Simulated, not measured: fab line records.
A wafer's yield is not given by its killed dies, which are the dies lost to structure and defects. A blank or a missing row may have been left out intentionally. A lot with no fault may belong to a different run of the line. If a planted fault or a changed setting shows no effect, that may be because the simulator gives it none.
Which of the tools did it? :: flow sfqLine :: route of 325 steps, sampled at 1 step: 14 lots, 42 wafers

== WHAT EACH GAUGE READ, for each wafer ==
No reading from a measuring or inspecting step in the record can be judged against a usual standard deviation.

== TOOL THAT RAN EACH LOT (tool first, then ch and the chambers of the sampled wafers, then the start) ==
lot: L818
SFQ_TRILAYER_I7_VIA_BARC_OPEN_VIA_ETCH_260: rieDiel-01 ch 0,3, day 70 06:52

lot: L819
SFQ_TRILAYER_I7_VIA_BARC_OPEN_VIA_ETCH_260: rieDiel-01 ch 1,2,3, day 70 20:51

lot: L822
SFQ_TRILAYER_I7_VIA_BARC_OPEN_VIA_ETCH_260: rieDiel-04 ch 2,3, day 71 21:43

lot: L824
SFQ_TRILAYER_I7_VIA_BARC_OPEN_VIA_ETCH_260: rieDiel-03 ch 0,2,3, day 72 00:07

lot: L825
SFQ_TRILAYER_I7_VIA_BARC_OPEN_VIA_ETCH_260: rieDiel-04 ch 0,1,3, day 72 05:56

lot: L826
SFQ_TRILAYER_I7_VIA_BARC_OPEN_VIA_ETCH_260: rieDiel-03 ch 0,1,3, day 72 13:05

lot: L827
SFQ_TRILAYER_I7_VIA_BARC_OPEN_VIA_ETCH_260: rieDiel-04 ch 0,2,3, day 76 23:43

lot: L833
SFQ_TRILAYER_I7_VIA_BARC_OPEN_VIA_ETCH_260: rieDiel-03 ch 0,1, day 78 19:42

lot: L834
SFQ_TRILAYER_I7_VIA_BARC_OPEN_VIA_ETCH_260: rieDiel-04 ch 0,2,3, day 79 20:59

lot: L835
SFQ_TRILAYER_I7_VIA_BARC_OPEN_VIA_ETCH_260: rieDiel-04 ch 0,1,2, day 80 00:59

lot: L837
SFQ_TRILAYER_I7_VIA_BARC_OPEN_VIA_ETCH_260: rieDiel-03 ch 0,1, day 81 12:23

lot: L839
SFQ_TRILAYER_I7_VIA_BARC_OPEN_VIA_ETCH_260: rieDiel-03 ch 0,1,2, day 81 17:55

lot: L840
SFQ_TRILAYER_I7_VIA_BARC_OPEN_VIA_ETCH_260: rieDiel-01 ch 0,1,2, day 81 21:12

lot: L841
SFQ_TRILAYER_I7_VIA_BARC_OPEN_VIA_ETCH_260: rieDiel-03 ch 1,2, day 82 00:36
- SFQ_TRILAYER_I7_VIA_BARC_OPEN_VIA_ETCH_260: etches BARC in O2, target depth 125 nm, time 41.7 s.

== AS READ BY THE TOOLS THEMSELVES (means over the sampled wafers that have a number; for cases with no such wafer, the mark the record gives instead) ==
SFQ_TRILAYER_I7_VIA_BARC_OPEN_VIA_ETCH_260.
lot: L818
tool: rieDiel-01
biasW (W): 80.09
drypumpMotorCurrentA (A): 5.99
oesProductAu (a.u.): 0.689

lot: L819
tool: rieDiel-01
biasW (W): 79.93
drypumpMotorCurrentA (A): 5.56
oesProductAu (a.u.): 0.685

lot: L822
tool: rieDiel-04
biasW (W): 80.24
drypumpMotorCurrentA (A): 5.76
oesProductAu (a.u.): 0.687

lot: L824
tool: rieDiel-03
biasW (W): 79.91
drypumpMotorCurrentA (A): 5.67
oesProductAu (a.u.): 0.685

lot: L825
tool: rieDiel-04
biasW (W): 80.27
drypumpMotorCurrentA (A): 5.62
oesProductAu (a.u.): 0.689

lot: L826
tool: rieDiel-03
biasW (W): 80.00
drypumpMotorCurrentA (A): 5.63
oesProductAu (a.u.): 0.685

lot: L827
tool: rieDiel-04
biasW (W): 79.90
drypumpMotorCurrentA (A): 5.77
oesProductAu (a.u.): 0.687

lot: L833
tool: rieDiel-03
biasW (W): 79.96
drypumpMotorCurrentA (A): 5.50
oesProductAu (a.u.): 0.683

lot: L834
tool: rieDiel-04
biasW (W): 71.40
drypumpMotorCurrentA (A): 5.77
oesProductAu (a.u.): 0.687

lot: L835
tool: rieDiel-04
biasW (W): 71.59
drypumpMotorCurrentA (A): 5.61
oesProductAu (a.u.): 0.686

lot: L837
tool: rieDiel-03
biasW (W): 80.05
drypumpMotorCurrentA (A): 5.50
oesProductAu (a.u.): 0.686

lot: L839
tool: rieDiel-03
biasW (W): 79.99
drypumpMotorCurrentA (A): 5.61
oesProductAu (a.u.): 0.688

lot: L840
tool: rieDiel-01
biasW (W): 79.97
drypumpMotorCurrentA (A): 5.63
oesProductAu (a.u.): 0.685

lot: L841
tool: rieDiel-03
biasW (W): 79.90
drypumpMotorCurrentA (A): 5.71
oesProductAu (a.u.): 0.682

== THE ANSWER, worked out from the rows above alone ==
Rule: the usual values come from the lots themselves. The widest of any qualifying gaps counts: lots, ordered by their means at a reading, are off when they make up no more than a third of the lots, leave a main group of 4 or more, and stand apart from it by 3 or more times the standard deviation of that group's means. If all means in a main group match to the digits the tables above print for the reading, that group is not used. Also off: a lot with no number at a reading for which 4 or more lots have one. Any other lot the step has rows for is counted as sound. Order of review: gauges by route order, followed by the tools' own readings, for which a lot's mean as printed above is used. The first step at which some lot is off is used, and at that step the reading that is off furthest; a lot without a number counts as furthest.
Off at SFQ_TRILAYER_I7_VIA_BARC_OPEN_VIA_ETCH_260 (biasW): L834, L835. The main group: mean 80.02 W, standard deviation 0.12.
If a tool, at that step or one of the process steps before it, ran each lot that is off and ran no sound lot following the first of them, it fits. One candidate fits, namely rieDiel-04 at SFQ_TRILAYER_I7_VIA_BARC_OPEN_VIA_ETCH_260. Its last sound lot is L827 (day 76 23:43), its first lot that is off L834 (day 79 20:59): a fault that began between those two fits.
On the lots that are off, the tool's own readings at SFQ_TRILAYER_I7_VIA_BARC_OPEN_VIA_ETCH_260 differ by more than 5 times the standard deviation of the sound lots' means, which bears it out; biasW reads 71.50 W there versus 80.02 W on the sound lots.

== WHAT THE SIMULATOR HAD PUT IN ==
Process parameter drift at SFQ_TRILAYER_I7_VIA_BARC_OPEN_VIA_ETCH_260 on rieDiel-04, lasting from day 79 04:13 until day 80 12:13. Setting biasW shifted by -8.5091 from 80. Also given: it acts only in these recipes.
Shown lots that were struck: L834, L835. The rule above reached the same finding.
